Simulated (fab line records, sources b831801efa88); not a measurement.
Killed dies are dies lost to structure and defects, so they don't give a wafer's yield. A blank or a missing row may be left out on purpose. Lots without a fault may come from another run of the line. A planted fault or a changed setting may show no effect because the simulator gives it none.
Which tool did it? | flow gf180mcu | 13 lots, 39 wafers sampled, at 4 steps of a route of 602

WHAT THE GAUGES READ, wafer by wafer
GF_M1_THK_MEAS_06: measures by xrf. Usual: M1_ALCU_THK 456 nm, standard deviation 7.1.
lot  | measured     | on            | M1_ALCU_THK (nm) | flag
L945 | day 16 13:51 | film_metro-02 | 461 462 464      |
L947 | day 17 09:42 | film_metro-03 | 452 448 447      |
L948 | day 17 13:42 | film_metro-01 | 449 447 456      |
L949 | day 17 16:34 | film_metro-02 | 452 456 447      |
L951 | day 18 17:13 | film_metro-02 | 461 457 459      |
L955 | day 19 23:13 | film_metro-03 | 444 444 447      |
L956 | day 20 02:23 | film_metro-03 | 450 439 448      |
L957 | day 20 22:43 | film_metro-01 | 453 450 458      |
L960 | day 21 23:34 | film_metro-02 | 453 452 454      |
L961 | day 21 22:27 | film_metro-02 | 456 459 457      |
L964 | day 22 21:00 | film_metro-02 | 461 463 457      |
L965 | day 23 16:07 | film_metro-02 | 455 459 448      |
L967 | day 23 22:05 | film_metro-03 | 475 467 464      |

WHICH TOOL RAN EACH LOT (tool, then ch and the chambers of the sampled wafers, then the start)
lot  | GF_MVPSD_EXPOSE_04                  | GF_CONTACT_ETCH_16                 | GF_CONTACT_SPUTTER_22
L945 | iline_stepper-02 ch 0, day 4 18:21  | rie_diel-02 ch 2,3, day 16 12:16   | pvd_sputter-01, day 16 12:43
L947 | iline_stepper-02 ch 0, day 5 07:13  | rie_diel-02 ch 1,2,3, day 17 08:04 | pvd_sputter-01, day 17 08:32
L948 | iline_stepper-02 ch 0, day 5 12:01  | rie_diel-02 ch 1,2,3, day 17 12:13 | pvd_sputter-04, day 17 12:41
L949 | iline_stepper-01 ch 0, day 5 15:51  | rie_diel-02 ch 0,1, day 17 14:58   | pvd_sputter-04, day 17 15:26
L951 | iline_stepper-02 ch 0, day 6 05:44  | rie_diel-03 ch 0,1,2, day 18 15:44 | pvd_sputter-04, day 18 16:12
L955 | iline_stepper-02 ch 0, day 7 06:08  | rie_diel-03 ch 2,3, day 19 21:37   | pvd_sputter-03, day 19 22:11
L956 | iline_stepper-01 ch 0, day 7 11:47  | rie_diel-03 ch 0,2,3, day 20 00:52 | pvd_sputter-03, day 20 01:20
L957 | iline_stepper-01 ch 0, day 7 21:35  | rie_diel-03 ch 0,3, day 20 20:19   | pvd_sputter-04, day 20 20:47
L960 | iline_stepper-02 ch 0, day 8 09:57  | rie_diel-03 ch 1,2, day 21 22:04   | pvd_sputter-04, day 21 22:32
L961 | iline_stepper-02 ch 0, day 8 16:52  | rie_diel-03 ch 0,1,2, day 21 20:58 | pvd_sputter-04, day 21 21:26
L964 | iline_stepper-02 ch 0, day 9 09:23  | rie_diel-03 ch 1,2, day 22 19:31   | pvd_sputter-03, day 22 19:59
L965 | iline_stepper-02 ch 0, day 9 16:01  | rie_diel-03 ch 1,2,3, day 23 14:37 | pvd_sputter-04, day 23 15:05
L967 | iline_stepper-02 ch 0, day 10 04:44 | rie_diel-02 ch 1,2,3, day 23 20:34 | pvd_sputter-04, day 23 21:02
- GF_MVPSD_EXPOSE_04: exposes mask MVPSD, target cd 1000 nm.
- GF_CONTACT_ETCH_16: etches BARC in N2/H2.
- GF_CONTACT_SPUTTER_22: material Ti, target thk 15 nm, time 80.02 s.

WHAT THE TOOLS THEMSELVES READ (means of the sampled wafers that have a number; where no wafer has one, the mark that the record gives instead)
GF_MVPSD_EXPOSE_04. Usual: exposure_dose_mJ_cm2 260.04, standard deviation 0.27.
lot  | tool             | exposure_dose_mJ_cm2 | flag
L945 | iline_stepper-02 | 260.05               |
L947 | iline_stepper-02 | 260.33               |
L948 | iline_stepper-02 | 259.79               |
L949 | iline_stepper-01 | 260.07               |
L951 | iline_stepper-02 | 260.25               |
L955 | iline_stepper-02 | 260.21               |
L956 | iline_stepper-01 | 225.03               | OFF
L957 | iline_stepper-01 | 225.03               | OFF
L960 | iline_stepper-02 | 259.86               |
L961 | iline_stepper-02 | 260.06               |
L964 | iline_stepper-02 | 260.02               |
L965 | iline_stepper-02 | 259.83               |
L967 | iline_stepper-02 | 260.40               |

GF_CONTACT_ETCH_16. Usual: drypump_motor_current_A 5.7 A, standard deviation 0.59; n2_flow_sccm 100.1 sccm, standard deviation 0.32; oes_product_au 0.855 a.u., standard deviation 0.0049; throttle_valve_pct 13.224 %, standard deviation 0.0093.
lot  | tool        | drypump_motor_current_A (A) | n2_flow_sccm (sccm) | oes_product_au (a.u.) | throttle_valve_pct (%) | flag
L945 | rie_diel-02 | 5.2                         | 99.7                | 0.858                 | 13.227                 |
L947 | rie_diel-02 | 5.4                         | 99.8                | 0.852                 | 13.226                 |
L948 | rie_diel-02 | 5.5                         | 100.4               | 0.854                 | 13.225                 |
L949 | rie_diel-02 | 5.2                         | 100.3               | 0.853                 | 13.223                 |
L951 | rie_diel-03 | 5.9                         | 100.5               | 0.855                 | 13.223                 |
L955 | rie_diel-03 | 6.5                         | 99.7                | 0.853                 | 13.231                 |
L956 | rie_diel-03 | 6.1                         | 99.8                | 0.859                 | 13.234                 |
L957 | rie_diel-03 | 5.8                         | 100.1               | 0.855                 | 13.223                 |
L960 | rie_diel-03 | 5.9                         | 100.1               | 0.854                 | 13.215                 |
L961 | rie_diel-03 | 5.9                         | 100.1               | 0.855                 | 13.225                 |
L964 | rie_diel-03 | 5.9                         | 100.1               | 0.856                 | 13.216                 |
L965 | rie_diel-03 | 6.1                         | 100.1               | 0.859                 | 13.224                 |
L967 | rie_diel-02 | 5.5                         | 100.1               | 0.856                 | 13.222                 |

GF_CONTACT_SPUTTER_22. Usual: cathode_dc_power_W 2500.0 W, standard deviation 0.47; chamber_pressure_pa 4.757 Pa, standard deviation 0.0092; throttle_valve_pct 30.2 %, standard deviation 1.4.
lot  | tool           | cathode_dc_power_W (W) | chamber_pressure_pa (Pa) | throttle_valve_pct (%) | flag
L945 | pvd_sputter-01 | 2500.0                 | 4.752                    | 30.0                   |
L947 | pvd_sputter-01 | 2500.0                 | 4.754                    | 30.2                   |
L948 | pvd_sputter-04 | 2499.8                 | 4.751                    | 29.5                   |
L949 | pvd_sputter-04 | 2500.1                 | 4.748                    | 30.7                   |
L951 | pvd_sputter-04 | 2499.7                 | 4.749                    | 30.5                   |
L955 | pvd_sputter-03 | 2500.4                 | 4.754                    | 31.3                   |
L956 | pvd_sputter-03 | 2499.7                 | 4.748                    | 29.4                   |
L957 | pvd_sputter-04 | 2499.8                 | 4.762                    | 30.6                   |
L960 | pvd_sputter-04 | 2499.7                 | 4.756                    | 31.5                   |
L961 | pvd_sputter-04 | 2500.0                 | 4.753                    | 30.3                   |
L964 | pvd_sputter-03 | 2500.2                 | 4.759                    | 29.5                   |
L965 | pvd_sputter-04 | 2499.9                 | 4.751                    | 31.0                   |
L967 | pvd_sputter-04 | 2500.1                 | 4.754                    | 31.4                   |

THE ANSWER, worked out from the rows above alone
Rule: a lot is off if the mean of its wafers that have a number lies more than 3 standard deviations from the usual mean. A lot without any number at a reading at which 4 lots or more have one is off too. The other lots that the step has rows for count as sound. The gauges are gone through in route order, then the tools' own readings, and for those a lot's mean is taken as printed above. The first step at which some lot is off is used, and at that step the reading that is off furthest; a lot without a number counts as furthest.
Off: L956, L957, at GF_MVPSD_EXPOSE_04 (exposure_dose_mJ_cm2).
A tool fits if, at that step or a process step before it, it ran every lot that is off, and no sound lot after the first of them. One fits: iline_stepper-01 at GF_MVPSD_EXPOSE_04. Its last sound lot is L949 (day 5 15:51), its first lot that is off L956 (day 7 11:47): a fault that began between those two fits.
The tool's own readings at GF_MVPSD_EXPOSE_04 bear it out: on the lots that are off they differ by more than 5 times the standard deviation of the sound lots' means. exposure_dose_mJ_cm2 reads 225.03 there against 260.08 on the sound lots.

WHAT THE SIMULATOR HAD PUT IN
Process parameter drift: iline_stepper-01, from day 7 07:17 on, at GF_MVPSD_EXPOSE_04. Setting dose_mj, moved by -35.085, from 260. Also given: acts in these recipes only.
Lots struck among those shown: L956, L957. The rule above found the same.
